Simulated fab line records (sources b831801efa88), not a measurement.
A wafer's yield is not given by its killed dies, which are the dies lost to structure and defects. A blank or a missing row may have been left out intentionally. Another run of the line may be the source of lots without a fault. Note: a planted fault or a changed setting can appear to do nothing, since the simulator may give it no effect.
Chamber matching :: flow sky130 :: pecvd-02 running SKY_CAPM_CVD_00: 3 sister chambers
The step deposits SiO2, target thk 15.5 nm. 6 wafers are shown with their chamber, then 11 later ones without.

== WAFERS, EACH WITH ITS CHAMBER ==
wafer: L076.5
chamber: 0
heater_power_w (W): 686

wafer: L085.3
chamber: 0
heater_power_w (W): 772

wafer: L087.2
chamber: 1
heater_power_w (W): 726

wafer: L087.3
chamber: 2
heater_power_w (W): 632

wafer: L087.6
chamber: 2
heater_power_w (W): 638

wafer: L089.3
chamber: 1
heater_power_w (W): 854

== WAFERS WITH NO CHAMBER GIVEN ==
wafer: L089.5
heater_power_w (W): 694

wafer: L089.6
heater_power_w (W): 823

wafer: L091.1
heater_power_w (W): 749

wafer: L091.2
heater_power_w (W): 633

wafer: L091.6
heater_power_w (W): 634

wafer: L095.2
heater_power_w (W): 838

wafer: L095.5
heater_power_w (W): 727

wafer: L095.6
heater_power_w (W): 760

wafer: L097.1
heater_power_w (W): 771

wafer: L097.5
heater_power_w (W): 806

wafer: L097.6
heater_power_w (W): 731

== THE CHAMBER EACH PASSED THROUGH ==
wafer: L089.5
from the rows above: can't be placed: 0 or 2 or 1
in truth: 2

wafer: L089.6
from the rows above: can't be placed: 1 or 0
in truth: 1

wafer: L091.1
from the rows above: can't be placed: 0 or 1 or 2
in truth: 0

wafer: L091.2
from the rows above: can't be placed: 2 or 0
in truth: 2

wafer: L091.6
from the rows above: can't be placed: 2 or 0
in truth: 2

wafer: L095.2
from the rows above: can't be placed: 1 or 0
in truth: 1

wafer: L095.5
from the rows above: can't be placed: 0 or 1 or 2
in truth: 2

wafer: L095.6
from the rows above: can't be placed: 1 or 0 or 2
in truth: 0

wafer: L097.1
from the rows above: can't be placed: 1 or 0 or 2
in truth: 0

wafer: L097.5
from the rows above: can't be placed: 1 or 0
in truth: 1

wafer: L097.6
from the rows above: can't be placed: 0 or 1 or 2
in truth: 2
0 of 11 placed correctly. Unplaceable from these rows: 11, with the true chamber sitting among the candidates in 11. Number placed wrongly: 0.
How it was worked out, from the rows above alone: a wafer's distance from a chamber is the root of the sum, over the readings, of the square of ((its reading less the chamber's mean) divided by the reading's scatter). If the next closest chamber is less than 2 further off than the closest, the wafer can't be placed; otherwise it belongs to the closest. The mean given for a chamber averages the wafers shown for that chamber. How the scatter is found: for the shown wafers, subtract from each reading the mean of its chamber, square and add these, divide the total by (wafers less chambers), then take the root.
